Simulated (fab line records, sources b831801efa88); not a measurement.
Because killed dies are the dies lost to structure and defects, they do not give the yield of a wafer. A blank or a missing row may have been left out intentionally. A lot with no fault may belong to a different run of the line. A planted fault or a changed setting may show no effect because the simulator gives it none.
A lot that was struck, set against a sound lot    flow gf180mcu    34 steps out of a route of 602
Sound: the wafers L151.1, L151.2, L151.6. Wafers struck: L158.2, L158.4, L158.5. Last of all comes the cause.
Per side, at each step with rows, come the tool, then ch with its chambers, and then its first start. Under that, the readings that differ: sound wafers    struck wafers    difference of the means    sigmas: that difference in standard deviations of wafers without a fault.
alike: a reading whose means differ by less than 2 such deviations, as well as words and numbers matching on both sides. not compared: withheld readings; readings where some wafer has no value; bounds like >300 that might hide an equal value; numbers whose values overlap and for which the record gives no deviation.
A row with sigmas, a row that says differs or no value, or rows on one side alone: a step with any of these is where the two part. When numbers do not overlap yet have no deviation, they are printed without sigmas and do not part them. A reading missing from all wafers of one side parts the sides only when that side holds two or more wafers.

GF_HV_LDD_STRIP_22: strips in O2/N2.
  sound on plasma asher-01 ch 0,1, day 12 06:23; struck on plasma asher-04 ch 0,1, day 14 17:11
  alike: drypump motor current A, heater power w, oes product au, strip time to endpoint s
  not compared: rf hours counter h
GF_HV_LDD_TW_MEAS_23:
  sound on film metro-02 at day 12 06:29; struck on film metro-02 at day 14 17:17
  alike: HV_LDD_2_TW
then, 7 steps without rows for these wafers: GF_HV_LDD_DEHYDRATE_24 (time 60 s); GF_HV_LDD_HMDS_25 (prime time 60 s); GF_HV_LDD_COAT_26 (resist thk 1000 nm); GF_HV_LDD_SOFTBAKE_27 (time 60 s); GF_HV_LDD_EXPOSE_28 (exposes mask Nplus HV AREA, target cd 400 nm); GF_HV_LDD_PEB_29; GF_HV_LDD_DEVELOP_30 (develop time 60 s).
GF_HV_LDD_CD_MEAS_31: target cd 400 nm.
  sound on cd sem-02 at day 13 01:49; struck on cd sem-02 at day 15 14:43
  alike: cd nm
GF_HV_LDD_OVL_MEAS_32:
  sound on overlay-02 at day 13 01:56; struck on overlay-02 at day 15 14:49
  alike: HV_LDD_02_OVL
after that, 1 step had no rows for these wafers: GF_HV_LDD_IMPLANT_33.
GF_HV_LDD_IMPLANT_34:
  sound on implanter-03 ch 0, day 13 02:08; struck on implanter-03 ch 0, day 15 15:01
reading             sound                          struck                            difference   sigmas
dose ions cm2       7.486e+12 7.499e+12 7.484e+12  1.0187e+13 1.0193e+13 1.0182e+13  +2.6977e+12  +99 or more
faraday current uA  41.6 41.9 42.1                 56.8 55.4 56.8                    +14.5        +18
then, 2 steps without rows for these wafers: GF_HV_LDD_IMPLANT_35; GF_HV_LDD_IMPLANT_36.
GF_HV_LDD_STRIP_37: strips in O2/N2.
  sound on plasma asher-04 ch 0,1, day 13 02:35; struck on plasma asher-03 ch 0,1, day 15 15:27
  alike: drypump motor current A, heater power w, oes product au, strip time to endpoint s
  not compared: rf hours counter h
GF_HV_LDD_TW_MEAS_38:
  sound on film metro-02 at day 13 02:41; struck on film metro-04 at day 15 15:34
reading      sound           struck          difference  sigmas
HV_LDD_3_TW  1437 1448 1430  1503 1508 1505  +67         +2
then, 7 steps without rows for these wafers: GF_HV_LDD_DEHYDRATE_39 (time 60 s); GF_HV_LDD_HMDS_40 (prime time 60 s); GF_HV_LDD_COAT_41 (resist thk 1000 nm); GF_HV_LDD_SOFTBAKE_42 (time 60 s); GF_HV_LDD_EXPOSE_43 (exposes mask Pplus HV AREA, target cd 400 nm); GF_HV_LDD_PEB_44; GF_HV_LDD_DEVELOP_45 (develop time 60 s).
GF_HV_LDD_CD_MEAS_46: target cd 400 nm.
  sound on cd sem-01 at day 13 22:47; struck on cd sem-01 at day 16 13:21
  alike: cd nm
GF_HV_LDD_OVL_MEAS_47:
  sound on overlay-01 at day 13 22:54; struck on overlay-01 at day 16 13:27
  alike: HV_LDD_03_OVL
after that, 1 step had no rows for these wafers: GF_HV_LDD_IMPLANT_48.
GF_HV_LDD_STRIP_49: strips in O2/N2.
  sound on plasma asher-04 ch 0,1, day 13 23:05; struck on plasma asher-03 ch 0,1, day 16 13:38
  alike: drypump motor current A, heater power w, oes product au, strip time to endpoint s
  not compared: rf hours counter h
GF_HV_LDD_TW_MEAS_50:
  sound on film metro-01 at day 13 23:11; struck on film metro-02 at day 16 13:44
  alike: HV_LDD_4_TW
then, 1 step without rows for these wafers: GF_HV_LDD_CLEAN_51 (cleans in SC1/SC2, time 150 s).
GF_HV_LDD_RTA_52: time 10 s.
  sound on rtp anneal-02 ch 0, day 13 23:17; struck on rtp anneal-01 ch 0, day 16 13:52
reading             sound                 struck                difference  sigmas
lamp power pct (%)  32 32 32              25 25 25              -7          -2
wafer_temp_C_max    1005.8 1009.3 1007.4  1005.6 1004.8 1004.6  -2.5        -2
GF_HV_LDD_RS_MEAS_53: uses a four-point probe to measure.
  sound on film metro-02 at day 13 23:22; struck on film metro-01 at day 16 13:56
reading             sound              struck             difference  sigmas
HV_LDD_RS (ohm/sq)  417.6 418.4 417.7  411.9 412.4 410.9  -6.2        -5
then, 1 step without rows for these wafers: GF_HV_LDD_CVD_54 (deposits SiO2 from TEOS, target thk 10 nm, time 75 s).
-- here the record skips 16 days between the struck wafers' starts before and after, leaving off in module HV_LDD and picking up in module PASSIVATION (first step shown: number 602 of the route) --
GF_PASSIVATION_PROBE_99:
  the record has rows for the struck wafers here (prober-02, day 32 17:19) and none for the sound ones

WHERE THEY PART
At GF_HV_LDD_IMPLANT_34 first; at GF_PASSIVATION_PROBE_99 last (within this record only).

WHY: whatever the simulator had introduced
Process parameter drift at GF_HV_LDD_IMPLANT_34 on implanter-03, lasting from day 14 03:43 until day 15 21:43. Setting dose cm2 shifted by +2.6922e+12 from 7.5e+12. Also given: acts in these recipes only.
